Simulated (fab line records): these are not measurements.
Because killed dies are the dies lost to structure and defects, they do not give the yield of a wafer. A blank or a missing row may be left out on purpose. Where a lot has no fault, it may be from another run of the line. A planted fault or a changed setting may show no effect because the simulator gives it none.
Matching of chambers / flow sky130 / 4 sister chambers for SKY_VIA3_CMP_02 on cmp-01
The step polishes SiO2. 4 wafers are shown with their chamber, then 12 later ones without.

== WAFERS WITH THEIR CHAMBER ==
wafer=L088.2; chamber=3; motorCurrentA (A)=12.5
wafer=L088.3; chamber=2; motorCurrentA (A)=12.8
wafer=L089.5; chamber=1; motorCurrentA (A)=12.8
wafer=L089.6; chamber=0; motorCurrentA (A)=10.4

== WAFERS WITHOUT THEIR CHAMBER ==
wafer=L092.3; motorCurrentA (A)=12.2
wafer=L092.4; motorCurrentA (A)=12.1
wafer=L092.5; motorCurrentA (A)=10.6
wafer=L091.4; motorCurrentA (A)=10.7
wafer=L091.5; motorCurrentA (A)=10.6
wafer=L091.6; motorCurrentA (A)=12.6
wafer=L093.2; motorCurrentA (A)=10.7
wafer=L093.3; motorCurrentA (A)=12.3
wafer=L093.4; motorCurrentA (A)=12.9
wafer=L094.1; motorCurrentA (A)=10.0
wafer=L094.4; motorCurrentA (A)=12.1
wafer=L094.6; motorCurrentA (A)=12.1

== WHICH CHAMBER EACH WENT THROUGH ==
wafer=L092.3; from the rows above=can't be placed: 3 or 1 or 2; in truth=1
wafer=L092.4; from the rows above=can't be placed: 3 or 1 or 2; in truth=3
wafer=L092.5; from the rows above=0; in truth=0
wafer=L091.4; from the rows above=0; in truth=0
wafer=L091.5; from the rows above=0; in truth=0
wafer=L091.6; from the rows above=can't be placed: 3 or 1 or 2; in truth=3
wafer=L093.2; from the rows above=0; in truth=0
wafer=L093.3; from the rows above=can't be placed: 3 or 1 or 2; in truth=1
wafer=L093.4; from the rows above=can't be placed: 1 or 2 or 3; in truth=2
wafer=L094.1; from the rows above=0; in truth=0
wafer=L094.4; from the rows above=can't be placed: 3 or 1 or 2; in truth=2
wafer=L094.6; from the rows above=can't be placed: 3 or 1 or 2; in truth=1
Correctly placed: 5 of 12. Can't be placed from these rows: 7 (the true chamber is among the candidates in 7). Number placed wrongly: 0.
How it was worked out, from the rows above alone: a wafer's distance from a chamber is the root of the sum, over the readings, of the square of ((its reading less the chamber's mean) divided by the reading's scatter). The wafer belongs to the nearest chamber; if the next one is less than 2 further off, it can't be placed. For every chamber, the mean is computed from those of its wafers that are shown. The scatter (one wafer shown for each chamber): square how far every hidden wafer sits from the nearest shown wafer, average those squares and take the square root.
